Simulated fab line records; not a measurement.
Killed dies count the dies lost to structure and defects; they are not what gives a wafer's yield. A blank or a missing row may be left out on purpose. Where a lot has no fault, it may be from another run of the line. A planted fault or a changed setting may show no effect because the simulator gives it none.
Matching of chambers | flow sky130 | SKY_VIA1_CMP_24 on cmp-01 has 4 sister chambers
The step polishes, stops on SiO2, t overpolish 15 s, target thk 0 nm. 4 wafers are shown with their chamber, then 8 later ones without.

EACH WAFER AND ITS CHAMBER
wafer  | chamber | time_to_endpoint_s (s)
L871.4 | 0       | 67
L871.6 | 1       | 62
L877.1 | 2       | 64
L877.3 | 3       | 56

WAFERS WITH NO CHAMBER GIVEN
wafer  | time_to_endpoint_s (s)
L877.5 | 60
L881.5 | 81
L886.4 | 57
L886.5 | 66
L886.6 | 60
L887.2 | 68
L887.5 | 58
L887.6 | 70

EACH ONE'S CHAMBER
wafer  | from the rows above               | in truth
L877.5 | can't be placed: 1 or 2 or 3 or 0 | 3
L881.5 | can't be placed: 0 or 2 or 1      | 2
L886.4 | can't be placed: 3 or 1 or 2 or 0 | 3
L886.5 | can't be placed: 0 or 2 or 1 or 3 | 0
L886.6 | can't be placed: 1 or 2 or 3 or 0 | 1
L887.2 | can't be placed: 0 or 2 or 1      | 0
L887.5 | can't be placed: 3 or 1 or 2 or 0 | 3
L887.6 | can't be placed: 0 or 2 or 1      | 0
Placed correctly: 0 of 8. Not placeable from these rows: 8 (in 8, the candidates include the true chamber). Wrongly placed: 0.
How it was worked out, from the rows above alone: a wafer's distance from a chamber is the root of the sum, over the readings, of the square of ((its reading less the chamber's mean) divided by the reading's scatter). If the next closest chamber is less than 2 further off than the closest, the wafer can't be placed; otherwise it belongs to the closest. For every chamber, the mean is computed from those of its wafers that are shown. The scatter (one wafer shown for each chamber): square how far every hidden wafer sits from the nearest shown wafer, average those squares and take the square root.
